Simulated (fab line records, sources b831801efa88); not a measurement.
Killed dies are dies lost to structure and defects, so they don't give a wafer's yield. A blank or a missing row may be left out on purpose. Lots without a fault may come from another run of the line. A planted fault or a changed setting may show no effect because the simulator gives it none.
A struck lot beside a sound one | flow sky130 | 43 steps out of a route of 708
Sound: wafers L649.2, L649.3, L649.6. Struck: wafers L658.1, L658.3, L658.5. The cause comes at the end.
At each step with rows: each side's tool, then ch and its chambers, then its first start. Under that, the readings that differ: sound wafers | struck wafers | difference of the means | sigmas: that difference in standard deviations of wafers without a fault.
alike: readings whose means differ by less than 2 such deviations, and words and numbers that are the same on both sides. not compared: withheld readings, readings that some wafer has no value for, bounds like >300 that may hide the same value, and numbers for which the record gives no deviation and whose values overlap.
The two part at a step that has a row with sigmas, a row that says differs or no value, or rows on one side only. Numbers that don't overlap but have no deviation are shown without sigmas and don't part them. A reading that every wafer of one side lacks parts them only if that side has two wafers or more.

first, 4 steps without rows for these wafers: SKY_VIA3_SOFTBAKE_08 (time 90 s); SKY_VIA3_EXPOSE_09 (exposes mask VIM3, target cd 200 nm); SKY_VIA3_PEB_10; SKY_VIA3_DEVELOP_11 (develop time 60 s).
SKY_VIA3_CD_MEAS_12: target cd 200 nm.
  sound on cd_sem-01, day 41 05:32; struck on cd_sem-02, day 43 13:32
  alike: cd_nm
SKY_VIA3_OVL_MEAS_13:
  sound on overlay-01, day 41 05:38; struck on overlay-02, day 43 13:40
  alike: VIA3_OVL
SKY_VIA3_ETCH_14: etches BARC in N2/H2, stops on SiO2, time 45.9 s, target depth 60 nm.
  sound on rie_diel-02 ch 0,2, day 41 05:40; struck on rie_diel-04 ch 0,2, day 43 13:42
  alike: drypump_motor_current_A, oes_product_au, throttle_valve_pct
  not compared: rf_hours_counter_h
then, 5 steps without rows for these wafers: SKY_VIA3_ETCH_15 (etches SiO2 in C4F8/O2/Ar, stops on TiN, target depth 507 nm, time 78 s); SKY_VIA3_STRIP_16 (strips in O2/N2); SKY_VIA3_STRIP_17 (strips in post etch residue remover, time 1200 s); SKY_VIA3_CLEAN_18 (cleans in IPA, time 180 s); SKY_VIA3_CLEAN_19 (cleans in O3/DIW).
SKY_VIA3_SPUTTER_20: material TiN, target thk 20 nm, time 80 s.
  sound on pvd_sputter-01, day 41 06:28; struck on pvd_sputter-01, day 43 14:23
  alike: chamber_pressure_pa, throttle_valve_pct
then, 1 step without rows for these wafers: SKY_VIA3_CVD_21 (deposits W, target thk 390 nm, time 117.31 s).
SKY_VIA3_RS_MEAS_22: measures by four-point-probe.
  sound on film_metro-01, day 41 06:40; struck on film_metro-02, day 43 14:35
  alike: VIA3_W_RS
SKY_VIA3_THK_MEAS_23: measures by xrf.
  sound on film_metro-01, day 41 06:47; struck on film_metro-02, day 43 14:42
  alike: VIA3_W_THK
SKY_VIA3_CMP_24: polishes, stops on SiO2, t overpolish 20 s, target thk 0 nm.
  sound on cmp-01 ch 1,2,3, day 41 06:56; struck on cmp-02 ch 0,2,3, day 43 14:52
  alike: motor_current_A, overpolish_run_s, retaining_ring_pressure_frac, time_to_endpoint_s
SKY_METAL4_SPUTTER_00: material Ti, target thk 15 nm, time 10 s.
  sound on pvd_sputter-02, day 41 07:08; struck on pvd_sputter-02, day 43 15:04
  alike: chamber_pressure_pa, throttle_valve_pct
then, 3 steps without rows for these wafers: SKY_METAL4_SPUTTER_01 (material TiN, target thk 20 nm, time 16.7 s); SKY_METAL4_SPUTTER_02 (material AlCu, target thk 735 nm, time 39.1 s); SKY_METAL4_SPUTTER_03 (material Ti, target thk 5 nm, time 3.3 s).
SKY_METAL4_SPUTTER_04: material TiN, target thk 70 nm, time 58.3 s.
  sound on pvd_sputter-02, day 41 07:14; struck on pvd_sputter-02, day 43 15:11
  alike: chamber_pressure_pa, throttle_valve_pct
SKY_CAP2M_CVD_00: deposits SiO2, target thk 15.5 nm.
  sound on pecvd-02 ch 0,1,2, day 41 07:17; struck on pecvd-02 ch 1,2, day 43 15:14
  alike: heater_power_w
SKY_CAP2M_THK_MEAS_01:
  sound on film_metro-04, day 41 07:19; struck on film_metro-04, day 43 15:15
  alike: CAP2M_CVD_00_THK
then, 1 step without rows for these wafers: SKY_CAP2M_SPUTTER_02 (material TiN, target thk 200 nm, time 166.7 s).
SKY_CAP2M_RS_MEAS_03: measures by four-point-probe.
  sound on film_metro-02, day 41 07:29; struck on film_metro-02, day 43 15:25
  alike: CAP2M_TIN_RS
SKY_CAP2M_THK_MEAS_04: measures by xrf.
  sound on film_metro-02, day 41 07:36; struck on film_metro-02, day 43 15:32
  alike: CAP2M_TIN_THK
then, 7 steps without rows for these wafers: SKY_CAP2M_DEHYDRATE_05 (time 60 s); SKY_CAP2M_HMDS_06 (prime time 60 s); SKY_CAP2M_COAT_07 (resist thk 1140 nm); SKY_CAP2M_SOFTBAKE_08 (time 60 s); SKY_CAP2M_EXPOSE_09 (exposes mask CAP2M, target cd 1000 nm); SKY_CAP2M_PEB_10; SKY_CAP2M_DEVELOP_11 (develop time 60 s).
SKY_CAP2M_OVL_MEAS_12:
  sound on overlay-02, day 42 08:10; struck on overlay-02, day 44 13:12
  alike: CAP2M_OVL
then, 7 steps without rows for these wafers: SKY_CAP2M_METAL_ETCH_13 (etches TiN in Cl2/BCl3, stops on SiO2, target depth 220 nm, time 62.9 s); SKY_CAP2M_STRIP_14 (strips in O2/N2); SKY_CAP2M_STRIP_15 (strips in post etch residue remover, time 1200 s); SKY_CAP2M_CLEAN_16 (cleans in IPA, time 180 s); SKY_CAP2M_CLEAN_17 (cleans in O3/DIW); SKY_METAL4_DEHYDRATE_05 (time 60 s); SKY_METAL4_HMDS_06 (prime time 60 s).
-- the record jumps here: 5 days lie between the struck wafers' starts before and after (it left off in module METAL4 and takes up again in module PAD_OPEN, whose first step shown is number 708 of the route) --
SKY_PAD_OPEN_PROBE_99:
  sound on prober-01, day 47 04:22; struck on prober-02, day 49 01:38
  reading                               | sound               | struck            | difference | sigmas
  defect_limited_yield (%)              | 85.6 81.1 83.3      | 72.6 75.2 78.3    | -8.0       | -4
  killed_at_M0_to_M3                    | 36 45 45            | 101 81 71         | +42        | +6
  killed_dies                           | 71 93 82            | 135 122 107       | +39        | +4
  sort_bin_3_pad_short (%)              | 0.2 1.6 0.6         | 2.8 3.3 2.0       | +1.9       | +4
  sort_bin_5_function (%)               | 9.6 10.2 11.0       | 16.7 13.8 12.6    | +4.1       | +3
  sort_n_pass                           | 421 399 410         | 357 370 385       | -39        | -4
  sort_yield_pct (%)                    | 85.6 81.1 83.3      | 72.6 75.2 78.3    | -8.0       | -4
  model.etest.tester.sort_n_pass        | 421 399 410         | 357 370 385       | -39        |
  model.etest.tester.sort_yield_pct (%) | 85.57 81.1 83.33    | 72.56 75.2 78.25  | -8.00      |
  model.etest.tester.sort_bin_5_pct (%) | 9.553 10.16 10.98   | 16.67 13.82 12.6  | +4.13      |
  model.etest.tester.sort_bin_3_pct (%) | 0.2033 1.626 0.6098 | 2.846 3.252 2.033 | +1.897     |
  alike: killed_at_M4_up, killed_at_contacts, killed_at_front_end, killed_at_other, killed_open, killed_short, sort_bin_6_memory

WHERE THEY PART
Only at SKY_PAD_OPEN_PROBE_99, within this record.

WHY: what the simulator had put in
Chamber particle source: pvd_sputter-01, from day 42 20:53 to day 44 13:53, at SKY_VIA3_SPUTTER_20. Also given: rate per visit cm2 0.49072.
